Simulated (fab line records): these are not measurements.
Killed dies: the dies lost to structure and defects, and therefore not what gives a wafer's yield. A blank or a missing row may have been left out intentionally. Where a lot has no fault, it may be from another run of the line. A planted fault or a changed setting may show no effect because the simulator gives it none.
A lot that was struck, set against a sound lot | flow sky130 | 20 steps out of a route of 708
Sound: the wafers L898.2, L898.3, L898.6. Struck: wafers L917.2, L917.5 (left out: L917.6, a lot-mate that was not struck); the cause follows at the end.
At each step with rows: each side's tool, then ch and its chambers, then its first start. Under that, the readings that differ: sound wafers | struck wafers | difference of the means | sigmas: that difference in standard deviations of wafers without a fault.
alike: same words and numbers on both sides, and readings whose means sit less than 2 such deviations apart. not compared: any withheld reading, any reading some wafer has no value for, any bound like >300 that may hide the same value, and any number with overlapping values for which the record gives no deviation.
Wherever a step has rows on one side only, a row that says differs or no value, or a row with sigmas, the two part there. Numbers that don't overlap but have no deviation are shown without sigmas and don't part them. A reading that every wafer of one side lacks parts them only if that side has two wafers or more.

first, 4 steps without rows for these wafers: SKY_METAL1_STRIP_21 (strips in post etch residue remover, time 1200 s); SKY_METAL1_CLEAN_22 (cleans in IPA, time 180 s); SKY_METAL1_CLEAN_23 (cleans in O3/DIW); SKY_VIA1_HDPCVD_00 (deposits SiO2, target thk 1030 nm, time 171.7 s).
SKY_VIA1_THK_MEAS_01:
  sound: filmMetro-01 at day 33 10:01; struck: filmMetro-01 at day 39 05:16
  alike: VIA1_HDPCVD_THK
SKY_VIA1_CMP_02: polishes SiO2.
  sound on cmp-02 ch 0,2, day 33 10:04; struck on cmp-02 ch 3, day 39 05:22
  alike: motorCurrentA
SKY_VIA1_BOW_MEAS_03:
  sound: filmMetro-01 at day 33 10:23; struck: filmMetro-04 at day 39 05:38
  alike: VIA1_BOW
then, 5 steps without rows for these wafers: SKY_VIA1_DEHYDRATE_04 (time 60 s); SKY_VIA1_HMDS_05 (prime time 60 s); SKY_VIA1_COAT_06 (resist thk 60 nm); SKY_VIA1_COAT_07 (resist thk 450 nm); SKY_VIA1_SOFTBAKE_08 (time 90 s).
SKY_VIA1_EXPOSE_09: exposes mask VIM, target cd 150 nm.
  sound on krfScanner-01 ch 0, day 33 23:40; struck on krfScanner-02 ch 0, day 39 18:20
  alike: mask
then, 2 steps without rows for these wafers: SKY_VIA1_PEB_10; SKY_VIA1_DEVELOP_11 (develop time 60 s).
SKY_VIA1_CD_MEAS_12 targets a cd of 150 nm.
  sound: cdSem-01 at day 34 13:01; struck: cdSem-02 at day 40 06:14
reading   | sound             | struck    | difference | sigmas
cdNm (nm) | 149.1 147.3 147.3 | 80.0 79.0 | -68.4      | -38
SKY_VIA1_OVL_MEAS_13:
  sound: overlay-01 at day 34 13:07; struck: overlay-02 at day 40 06:20
  alike: VIA1_OVL
SKY_VIA1_ETCH_14: etches BARC in N2/H2, stops on SiO2, time 45.9 s, target depth 60 nm.
  sound on rieDiel-04 ch 0,1,2, day 34 13:09; struck on rieDiel-01 ch 0,1, day 40 06:22
reading              | sound           | struck     | difference | sigmas
model.VIA1.cdNm (nm) | 148.6 147 147.3 | 80.15 79.3 | -67.91     | 
  alike: drypumpMotorCurrentA, oesProductAu, throttleValvePct
  not compared: rfHoursCounterH
SKY_VIA1_ETCH_15: etches SiO2 in C4F8/O2/Ar, stops on TiN, target depth 351 nm, time 54 s.
  sound on rieDiel-04 ch 0,1,2, day 34 13:11; struck on rieDiel-01 ch 0,1, day 40 06:25
  alike: oesProductAu
  not compared: rfHoursCounterH
-- the record jumps here: 10 days lie between the struck wafers' starts before and after (it left off in module VIA1 and takes up again in module PAD_OPEN, whose first step shown is number 708 of the route) --
SKY_PAD_OPEN_PROBE_99:
  sound: prober-02 at day 46 06:10; struck: prober-02 at day 50 10:47
reading                 | sound          | struck    | difference | sigmas
defectLimitedYield (%)  | 81.9 82.9 83.5 | 0 0       | -83        | -41
killed_at_M0_to_M3      | 41 34 38       | 451 437   | +406       | +56
killedDies              | 89 84 81       | 492 492   | +407       | +41
killedOnRim             | 20 13 16       | 96 96     | +80        | +20
sort_bin_5_function (%) | 11.8 8.9 10.0  | 90.4 90.0 | +80.0      | +53
sort_bin_6_memory (%)   | 5.7 6.5 6.1    | 8.5 9.1   | +2.7       | +2
sortNPass               | 403 408 411    | 0 0       | -407       | -41
sortYieldPct (%)        | 81.9 82.9 83.5 | 0 0       | -83        | -41
  alike: killed_at_M4_up, killedAtContacts, killedAtFrontEnd, killedAtOther, killedOpen, killedShort, sort_bin_3_pad_short

## WHERE THEY PART
Last at SKY_PAD_OPEN_PROBE_99 as far as this record goes, first at SKY_VIA1_CD_MEAS_12.

WHY: whatever the simulator had introduced
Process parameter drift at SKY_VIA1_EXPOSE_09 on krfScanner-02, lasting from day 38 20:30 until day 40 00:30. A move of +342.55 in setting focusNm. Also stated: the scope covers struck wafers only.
